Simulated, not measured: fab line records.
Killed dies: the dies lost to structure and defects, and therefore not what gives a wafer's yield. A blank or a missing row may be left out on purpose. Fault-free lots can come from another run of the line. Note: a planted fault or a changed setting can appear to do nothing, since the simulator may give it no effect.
Matching of chambers + flow gf180mcu + GF_V5_ETCH_16 on rieDiel-01 has 4 sister chambers
The step etches BARC in N2/H2. 7 wafers are shown with their chamber, then 7 later ones without.

## WAFERS PAIRED WITH THEIR CHAMBERS
| wafer  | chamber | throttleValvePct (%) | oesProductAu (a.u.) |
|--------|---------|----------------------|---------------------|
| L076.1 | 0       | 13.214               | 0.864               |
| L076.4 | 3       | 13.232               | 0.854               |
| L079.3 | 1       | 13.222               | 0.863               |
| L079.4 | 2       | 13.238               | 0.855               |
| L079.6 | 0       | 13.214               | 0.854               |
| L082.1 | 1       | 13.231               | 0.858               |
| L082.4 | 2       | 13.226               | 0.856               |

## WAFERS WITH NO CHAMBER GIVEN
| wafer  | throttleValvePct (%) | oesProductAu (a.u.) |
|--------|----------------------|---------------------|
| L082.6 | 13.229               | 0.845               |
| L094.2 | 13.219               | 0.861               |
| L094.3 | 13.210               | 0.854               |
| L094.5 | 13.242               | 0.849               |
| L097.4 | 13.233               | 0.856               |
| L097.5 | 13.222               | 0.854               |
| L097.6 | 13.226               | 0.853               |

## EACH ONE'S CHAMBER
| wafer  | from the rows above               | in truth |
|--------|-----------------------------------|----------|
| L082.6 | can't be placed: 3 or 2 or 1 or 0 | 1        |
| L094.2 | can't be placed: 0 or 1 or 2 or 3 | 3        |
| L094.3 | can't be placed: 0 or 1           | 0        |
| L094.5 | can't be placed: 3 or 2 or 1      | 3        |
| L097.4 | can't be placed: 2 or 3 or 1      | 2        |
| L097.5 | can't be placed: 1 or 3 or 2 or 0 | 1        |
| L097.6 | can't be placed: 3 or 2 or 1 or 0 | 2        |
Correctly placed: 0 of 7. These rows do not allow placing 7 (true chamber among the candidates in 7). Wrongly placed: 0.
How it was worked out, from the rows above alone: a wafer's distance from a chamber is the root of the sum, over the readings, of the square of ((its reading less the chamber's mean) divided by the reading's scatter). If the next closest chamber is less than 2 further off than the closest, the wafer can't be placed; otherwise it belongs to the closest. For every chamber, the mean is computed from those of its wafers that are shown. The scatter is the square root of a quotient: the sum, over the shown wafers, of each reading's squared deviation from its chamber's mean, divided by wafers minus chambers.
